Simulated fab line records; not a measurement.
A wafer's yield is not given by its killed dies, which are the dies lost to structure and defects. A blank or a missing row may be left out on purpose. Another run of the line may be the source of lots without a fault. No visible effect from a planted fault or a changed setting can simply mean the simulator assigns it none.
Lot-split experiment :: flow sky130 :: 5 lots, 23 wafers read, on a route of 708 steps

SPLIT DETAILS
At SKY_CAP2M_COAT_07 (resist thk 1140 nm), the setting resist_thk_nm was moved away from the recipe's 1140 nm on 11 of the 23 wafers read, by -2.2% to +4.8%. The other wafers ran this setting at the recipe's value.

The split's own step is where the reading is taken.

THE READING
NOVOLAK_of_CAP2M_COAT_07.thk_nm (the simulator's own value, which no gauge read), in nm, at SKY_CAP2M_COAT_07 (resist thk 1140 nm). No usual value for it is given in the file. The 12 wafers here that ran the recipe average 1141 nm, standard deviation 2.9 nm.

wafer: L074.2
tool, chamber at the split: litho_track-01, 0
resist_thk_nm as run, nm: 1140
against the recipe: recipe
NOVOLAK_of_CAP2M_COAT_07.thk_nm, nm: 1136
against lot-mates on the recipe: -

wafer: L074.3
tool, chamber at the split: litho_track-01, 0
resist_thk_nm as run, nm: 1140
against the recipe: recipe
NOVOLAK_of_CAP2M_COAT_07.thk_nm, nm: 1138
against lot-mates on the recipe: -

wafer: L074.4
tool, chamber at the split: litho_track-01, 0
resist_thk_nm as run, nm: 1140
against the recipe: recipe
NOVOLAK_of_CAP2M_COAT_07.thk_nm, nm: 1135
against lot-mates on the recipe: -

wafer: L075.1
tool, chamber at the split: litho_track-03, 0
resist_thk_nm as run, nm: 1184
against the recipe: +3.9%
NOVOLAK_of_CAP2M_COAT_07.thk_nm, nm: 1184
against lot-mates on the recipe: +42

wafer: L075.2
tool, chamber at the split: litho_track-03, 0
resist_thk_nm as run, nm: 1184
against the recipe: +3.9%
NOVOLAK_of_CAP2M_COAT_07.thk_nm, nm: 1184
against lot-mates on the recipe: +42

wafer: L075.5
tool, chamber at the split: litho_track-03, 0
resist_thk_nm as run, nm: 1184
against the recipe: +3.9%
NOVOLAK_of_CAP2M_COAT_07.thk_nm, nm: 1184
against lot-mates on the recipe: +42

wafer: L075.3
tool, chamber at the split: litho_track-03, 0
resist_thk_nm as run, nm: 1140
against the recipe: recipe
NOVOLAK_of_CAP2M_COAT_07.thk_nm, nm: 1142
against lot-mates on the recipe: -

wafer: L075.6
tool, chamber at the split: litho_track-03, 0
resist_thk_nm as run, nm: 1140
against the recipe: recipe
NOVOLAK_of_CAP2M_COAT_07.thk_nm, nm: 1141
against lot-mates on the recipe: -

wafer: L080.1
tool, chamber at the split: litho_track-03, 0
resist_thk_nm as run, nm: 1168
against the recipe: +2.5%
NOVOLAK_of_CAP2M_COAT_07.thk_nm, nm: 1171
against lot-mates on the recipe: +28

wafer: L080.4
tool, chamber at the split: litho_track-03, 0
resist_thk_nm as run, nm: 1168
against the recipe: +2.5%
NOVOLAK_of_CAP2M_COAT_07.thk_nm, nm: 1171
against lot-mates on the recipe: +28

wafer: L080.2
tool, chamber at the split: litho_track-03, 0
resist_thk_nm as run, nm: 1140
against the recipe: recipe
NOVOLAK_of_CAP2M_COAT_07.thk_nm, nm: 1142
against lot-mates on the recipe: -

wafer: L080.3
tool, chamber at the split: litho_track-03, 0
resist_thk_nm as run, nm: 1168
against the recipe: +2.5%
NOVOLAK_of_CAP2M_COAT_07.thk_nm, nm: 1169
against lot-mates on the recipe: +26

wafer: L080.5
tool, chamber at the split: litho_track-03, 0
resist_thk_nm as run, nm: 1140
against the recipe: recipe
NOVOLAK_of_CAP2M_COAT_07.thk_nm, nm: 1144
against lot-mates on the recipe: -

wafer: L083.1
tool, chamber at the split: litho_track-03, 0
resist_thk_nm as run, nm: 1140
against the recipe: recipe
NOVOLAK_of_CAP2M_COAT_07.thk_nm, nm: 1145
against lot-mates on the recipe: -

wafer: L083.2
tool, chamber at the split: litho_track-03, 0
resist_thk_nm as run, nm: 1115
against the recipe: -2.2%
NOVOLAK_of_CAP2M_COAT_07.thk_nm, nm: 1115
against lot-mates on the recipe: -28

wafer: L083.3
tool, chamber at the split: litho_track-03, 0
resist_thk_nm as run, nm: 1140
against the recipe: recipe
NOVOLAK_of_CAP2M_COAT_07.thk_nm, nm: 1141
against lot-mates on the recipe: -

wafer: L083.5
tool, chamber at the split: litho_track-03, 0
resist_thk_nm as run, nm: 1115
against the recipe: -2.2%
NOVOLAK_of_CAP2M_COAT_07.thk_nm, nm: 1116
against lot-mates on the recipe: -27

wafer: L083.6
tool, chamber at the split: litho_track-03, 0
resist_thk_nm as run, nm: 1115
against the recipe: -2.2%
NOVOLAK_of_CAP2M_COAT_07.thk_nm, nm: 1118
against lot-mates on the recipe: -25

wafer: L085.1
tool, chamber at the split: litho_track-01, 0
resist_thk_nm as run, nm: 1140
against the recipe: recipe
NOVOLAK_of_CAP2M_COAT_07.thk_nm, nm: 1141
against lot-mates on the recipe: -

wafer: L085.2
tool, chamber at the split: litho_track-01, 0
resist_thk_nm as run, nm: 1140
against the recipe: recipe
NOVOLAK_of_CAP2M_COAT_07.thk_nm, nm: 1142
against lot-mates on the recipe: -

wafer: L085.3
tool, chamber at the split: litho_track-01, 0
resist_thk_nm as run, nm: 1140
against the recipe: recipe
NOVOLAK_of_CAP2M_COAT_07.thk_nm, nm: 1143
against lot-mates on the recipe: -

wafer: L085.4
tool, chamber at the split: litho_track-01, 0
resist_thk_nm as run, nm: 1195
against the recipe: +4.8%
NOVOLAK_of_CAP2M_COAT_07.thk_nm, nm: 1190
against lot-mates on the recipe: +48

wafer: L085.6
tool, chamber at the split: litho_track-01, 0
resist_thk_nm as run, nm: 1195
against the recipe: +4.8%
NOVOLAK_of_CAP2M_COAT_07.thk_nm, nm: 1189
against lot-mates on the recipe: +47

FIT RESULTS
A straight line over all 23 wafers: NOVOLAK_of_CAP2M_COAT_07.thk_nm changes by +10.9 nm for each +1% of resist_thk_nm; r = +0.99; the points scatter about the line by 2.8 nm.
The same after taking each lot's own level away (the mean of its wafers on the recipe; 23 wafers): +10.8 nm for each +1%; r = +1.00; scatter 2.1 nm.
Per that fit: largest resist_thk_nm move, reading shift of 52 nm.
Measured against the standard deviation above, the lots' own levels, which go from 1136.3 to 1143.0 nm, span 2.3 times it.
The two slopes are in agreement: the lot-to-lot level therefore moves the slope only a little.
Check: for one of the wafers moved furthest among these (+4.8%), held out of the fit, the line's prediction against its lot-mates is +52.5 nm. It came out at +48 nm against them.

ADDITIONAL SPLITS CARRIED BY THESE WAFERS
Note: prior to the reading, these wafers also went through further splits. Each is held against what the fit with the lots' levels taken away leaves over:
other split on the same wafers: SKY_VIA2_ETCH_14 time_s
wafers away from the commonest value: 7
r with NOVOLAK_of_CAP2M_COAT_07.thk_nm (lot level and that fit taken away): +0.05

other split on the same wafers: SKY_VIA2_SPUTTER_20 chamber_pressure_pa
wafers away from the commonest value: 10
r with NOVOLAK_of_CAP2M_COAT_07.thk_nm (lot level and that fit taken away): +0.53

other split on the same wafers: SKY_METAL3_SPUTTER_01 time_s
wafers away from the commonest value: 5
r with NOVOLAK_of_CAP2M_COAT_07.thk_nm (lot level and that fit taken away): -0.15

other split on the same wafers: SKY_CAPM_EXPOSE_09 dose_mj
wafers away from the commonest value: 7
r with NOVOLAK_of_CAP2M_COAT_07.thk_nm (lot level and that fit taken away): -0.07

other split on the same wafers: SKY_CAPM_METAL_ETCH_13 icp_w
wafers away from the commonest value: 9
r with NOVOLAK_of_CAP2M_COAT_07.thk_nm (lot level and that fit taken away): +0.10

other split on the same wafers: SKY_METAL3_DEVELOP_12 develop_time_s
wafers away from the commonest value: 7
r with NOVOLAK_of_CAP2M_COAT_07.thk_nm (lot level and that fit taken away): +0.33

other split on the same wafers: SKY_VIA3_CVD_21 pressure_torr
wafers away from the commonest value: 10
r with NOVOLAK_of_CAP2M_COAT_07.thk_nm (lot level and that fit taken away): -0.36

other split on the same wafers: SKY_METAL4_SPUTTER_04 power_w
wafers away from the commonest value: 5
r with NOVOLAK_of_CAP2M_COAT_07.thk_nm (lot level and that fit taken away): +0.21

THE WHOLE CHAIN: every reading that the file lists as answering this split, in the file's order
step: SKY_CAP2M_COAT_07
what it does: resist thk 1140 nm
reading: NOVOLAK_of_CAP2M_COAT_07.thk_nm (the simulator's own value, which no gauge read)
change (the file's fit): +10.6 nm for each +1% of the setting
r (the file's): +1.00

step: SKY_CAP2M_STRIP_14
what it does: strips in O2/N2
reading: strip_time_to_endpoint_s
change (the file's fit): withheld for each +1% of the setting
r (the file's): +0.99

THE FILE'S OWN FIT
NOVOLAK_of_CAP2M_COAT_07.thk_nm changes by +10.6 nm for each +1% of resist_thk_nm, r = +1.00.
